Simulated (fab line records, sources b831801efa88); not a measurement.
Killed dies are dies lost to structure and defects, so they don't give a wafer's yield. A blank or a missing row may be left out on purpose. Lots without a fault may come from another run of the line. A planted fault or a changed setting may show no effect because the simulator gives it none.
A struck lot beside a sound one | flow gf180mcu | 15 steps out of a route of 602
Sound: wafers L704.1, L704.2, L704.4. Struck: wafers L708.3, L708.4, L708.5. The cause comes at the end.
At each step with rows: each side's tool, then ch and its chambers, then its first start. Under that, the readings that differ: sound wafers | struck wafers | difference of the means | sigmas: that difference in standard deviations of wafers without a fault.
alike: readings whose means differ by less than 2 such deviations, and words and numbers that are the same on both sides. not compared: withheld readings, readings that some wafer has no value for, bounds like >300 that may hide the same value, and numbers for which the record gives no deviation and whose values overlap.
The two part at a step that has a row with sigmas, a row that says differs or no value, or rows on one side only. Numbers that don't overlap but have no deviation are shown without sigmas and don't part them. A reading that every wafer of one side lacks parts them only if that side has two wafers or more.

first, 9 steps without rows for these wafers: GF_MIM_STRIP_21 (strips in post etch residue remover, time 1200 s); GF_MIM_CLEAN_22 (cleans in DIW); GF_M5_DEHYDRATE_00 (time 60 s); GF_M5_HMDS_01 (prime time 60 s); GF_M5_COAT_02 (resist thk 1000 nm); GF_M5_SOFTBAKE_03 (time 60 s); GF_M5_EXPOSE_04 (exposes mask Metal5, target cd 280 nm); GF_M5_PEB_05 (peb time 90 s); GF_M5_DEVELOP_06 (develop time 60 s).
GF_M5_CD_MEAS_07: target cd 280 nm.
  sound on cd_sem-01, day 26 18:17; struck on cd_sem-01, day 28 12:25
  alike: cd_nm
GF_M5_OVL_MEAS_08:
  sound on overlay-01, day 26 18:24; struck on overlay-02, day 28 12:31
  alike: M5_OVL
GF_M5_ETCH_09: etches Si3N4 in CF4/O2, target depth 52 nm, time 11.6 s.
  sound on rie_diel-01 ch 1,2,3, day 26 18:26; struck on rie_diel-04 ch 0,2, day 28 12:32
  alike: drypump_motor_current_A, oes_product_au, throttle_valve_pct
  not compared: rf_hours_counter_h
GF_M5_METAL_ETCH_10: etches the open film in Cl2/BCl3, stops on SiO2, target depth 750.8 nm, time 125.1 s.
  sound on rie_metal-02 ch 0,1, day 26 18:28; struck on rie_metal-02 ch 0,1, day 28 12:36
  reading                             | sound                | struck               | difference | sigmas
  oes_product_au (a.u.)               | 0.993 0.991 0.978    | 0.775 0.763 0.775    | -0.216     | -39
  throttle_valve_pct (%)              | 28.231 28.225 28.232 | 28.464 28.488 28.486 | +0.250     | +26
  model.KrF_of_M5_COAT_02.thk_nm (nm) | 646.6 649.9 658.8    | 763 767.4 760.9      | +112       |
  alike: drypump_motor_current_A
  not compared: rf_hours_counter_h
GF_M5_STRIP_11: strips in O2/N2.
  sound on plasma_asher-03 ch 0,1, day 26 18:35; struck on plasma_asher-03 ch 0,1, day 28 12:43
  reading                      | sound             | struck            | difference | sigmas
  oes_product_au (a.u.)        | 0.528 0.524 0.529 | 0.573 0.566 0.568 | +0.042     | +8
  strip_time_to_endpoint_s (s) | 7.03 7.06 7.14    | 8.14 8.20 8.14    | +1.08      | +24
  alike: drypump_motor_current_A, heater_power_w
  not compared: rf_hours_counter_h
then, 1 step without rows for these wafers: GF_M5_STRIP_12 (strips in post etch residue remover, time 1200 s).

WHERE THEY PART
First at GF_M5_METAL_ETCH_10; last, within this record, at GF_M5_STRIP_11.

WHY: what the simulator had put in
Process parameter drift: rie_metal-02, from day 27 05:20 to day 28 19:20, at GF_M5_METAL_ETCH_10. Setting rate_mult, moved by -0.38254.
